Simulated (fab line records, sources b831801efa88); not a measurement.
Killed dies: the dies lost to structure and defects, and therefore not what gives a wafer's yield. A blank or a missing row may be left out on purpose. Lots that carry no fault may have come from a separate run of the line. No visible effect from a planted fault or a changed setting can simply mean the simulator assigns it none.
Which of the tools did it? ; flow sky130 ; Sampling: 13 lots, 39 wafers, 4 of 708 route steps

## WHAT EACH GAUGE READ, for each wafer
SKY_PASSIVATION_THK_MEAS_03. Usual: for PASSIVATION_CVD_02_THK the level is 539 nm and the standard deviation is 6.4.
lot;measured;on;PASSIVATION_CVD_02_THK (nm);flag
L634;day 43 21:05;film-metro-01;536 544 549;
L635;day 44 03:59;film-metro-01;534 536 548;
L636;day 44 11:28;film-metro-03;538 540 538;
L641;day 46 00:23;film-metro-01;533 531 545;
L643;day 46 19:00;film-metro-01;537 540 548;
L645;day 47 01:16;film-metro-04;534 532 542;
L646;day 47 10:31;film-metro-03;543 543 546;
L649;day 48 00:26;film-metro-01;536 545 544;
L651;day 48 05:27;film-metro-04;541 538 543;
L654;day 49 02:43;film-metro-01;546 544 542;
L655;day 49 08:46;film-metro-04;525 536 543;
L656;day 49 13:00;film-metro-04;538 539 542;
L657;day 49 13:19;film-metro-03;524 533 524;

SKY_PAD_OPEN_BOW_MEAS_13. Usual: for PAD_OPEN_BOW the level is 46 um and the standard deviation is 8.8.
lot;measured;on;PAD_OPEN_BOW (um);flag
L634;day 45 19:44;film-metro-03;50 47 50;
L635;day 46 01:04;film-metro-03;43 44 45;
L636;day 46 08:13;film-metro-03;57 49 45;
L641;day 47 20:19;film-metro-02;48 44 53;
L643;day 48 11:56;film-metro-02;39 33 40;
L645;day 48 18:23;film-metro-02;37 38 41;
L646;day 49 02:44;film-metro-03;28 43 47;
L649;day 49 15:59;film-metro-01;30 25 42;
L651;day 49 19:32;film-metro-03;35 48 51;
L654;day 50 14:43;film-metro-01;57 49 46;
L655;day 50 20:12;film-metro-02;44 43 36;
L656;day 50 23:16;film-metro-03;49 65 39;
L657;day 50 23:37;film-metro-02;42 51 43;

## TOOL THAT RAN EACH LOT (tool first, then ch and the chambers of the sampled wafers, then the start)
lot;SKY_LDD_HVN_STRIP_09;SKY_PASSIVATION_CVD_02
L634;plasma-asher-02 ch 0,1, day 20 03:05;pecvd-02 ch 1,2, day 43 20:50
L635;plasma-asher-04 ch 0,1, day 20 13:14;pecvd-04 ch 0,1,2, day 44 03:46
L636;plasma-asher-03 ch 0,1, day 20 23:01;pecvd-02 ch 1,2, day 44 11:14
L641;plasma-asher-02 ch 1, day 23 04:50;pecvd-03 ch 0,1,2, day 46 00:09
L643;plasma-asher-03 ch 0,1, day 24 01:31;pecvd-03 ch 0,1,2, day 46 18:46
L645;plasma-asher-04 ch 0,1, day 24 10:52;pecvd-03 ch 0,1, day 47 01:02
L646;plasma-asher-04 ch 0,1, day 25 09:40;pecvd-02 ch 0,1,2, day 47 10:22
L649;plasma-asher-03 ch 0,1, day 26 00:25;pecvd-04 ch 0,1, day 48 00:06
L651;plasma-asher-03 ch 0,1, day 26 10:22;pecvd-03 ch 0,2, day 48 05:13
L654;plasma-asher-02 ch 0,1, day 27 16:47;pecvd-04 ch 0,1,2, day 49 02:35
L655;plasma-asher-03 ch 0,1, day 27 18:02;pecvd-04 ch 1,2, day 49 08:26
L656;plasma-asher-03 ch 0,1, day 28 06:16;pecvd-04 ch 0,2, day 49 12:47
L657;plasma-asher-02 ch 0,1, day 28 08:07;pecvd-03 ch 2, day 49 12:58
- SKY_LDD_HVN_STRIP_09: strips in O2/N2.
- SKY_PASSIVATION_CVD_02: deposits Si3N4, target thk 540 nm.

## AS READ BY THE TOOLS THEMSELVES (means over the sampled wafers that have a number; for cases with no such wafer, the mark the record gives instead)
SKY_LDD_HVN_STRIP_09. Usual: drypump-motor-current-A 5.54 A, standard deviation 0.21; oes-product-au 0.409 a.u., standard deviation 0.0046; strip-time-to-endpoint-s 4.139 s, standard deviation 0.014.
lot;tool;drypump-motor-current-A (A);oes-product-au (a.u.);strip-time-to-endpoint-s (s);flag
L634;plasma-asher-02;5.56;0.409;4.140;
L635;plasma-asher-04;5.76;0.411;4.132;
L636;plasma-asher-03;5.25;0.410;4.146;
L641;plasma-asher-02;5.53;0.413;4.137;
L643;plasma-asher-03;5.34;0.408;4.134;
L645;plasma-asher-04;5.80;0.413;4.136;
L646;plasma-asher-04;5.79;0.408;4.133;
L649;plasma-asher-03;5.24;0.410;4.136;
L651;plasma-asher-03;5.34;0.410;4.138;
L654;plasma-asher-02;5.59;0.406;4.154;
L655;plasma-asher-03;5.24;0.409;4.134;
L656;plasma-asher-03;5.23;0.408;4.155;
L657;plasma-asher-02;5.57;0.408;4.129;

SKY_PASSIVATION_CVD_02. Usual: heater-power-outer-w 439 W, standard deviation 77; heater-power-w 725 W, standard deviation 110.
lot;tool;heater-power-outer-w (W);heater-power-w (W);flag
L634;pecvd-02;523;852;
L635;pecvd-04;431;709;
L636;pecvd-02;490;794;
L641;pecvd-03;350;595;
L643;pecvd-03;382;651;
L645;pecvd-03;400;669;
L646;pecvd-02;470;764;
L649;pecvd-04;495;800;
L651;pecvd-03;393;652;
L654;pecvd-04;491;768;
L655;pecvd-04;393;652;
L656;pecvd-04;486;755;
L657;pecvd-03;353;609;

## THE ANSWER, worked out from the rows above alone
Rule: a lot is off if the mean of its wafers that have a number lies more than 3 standard deviations from the usual mean. Also off: a lot with no number at a reading for which 4 or more lots have one. Any other lot the step has rows for is counted as sound. The gauges are gone through in route order, then the tools' own readings, and for those a lot's mean is taken as printed above. At the first step where some lot is off, the reading lying furthest off is the one used; lots without a number count as furthest.
Nothing can be told from this: no lot is off at any reading shown.

## WHAT WAS PUT IN BY THE SIMULATOR
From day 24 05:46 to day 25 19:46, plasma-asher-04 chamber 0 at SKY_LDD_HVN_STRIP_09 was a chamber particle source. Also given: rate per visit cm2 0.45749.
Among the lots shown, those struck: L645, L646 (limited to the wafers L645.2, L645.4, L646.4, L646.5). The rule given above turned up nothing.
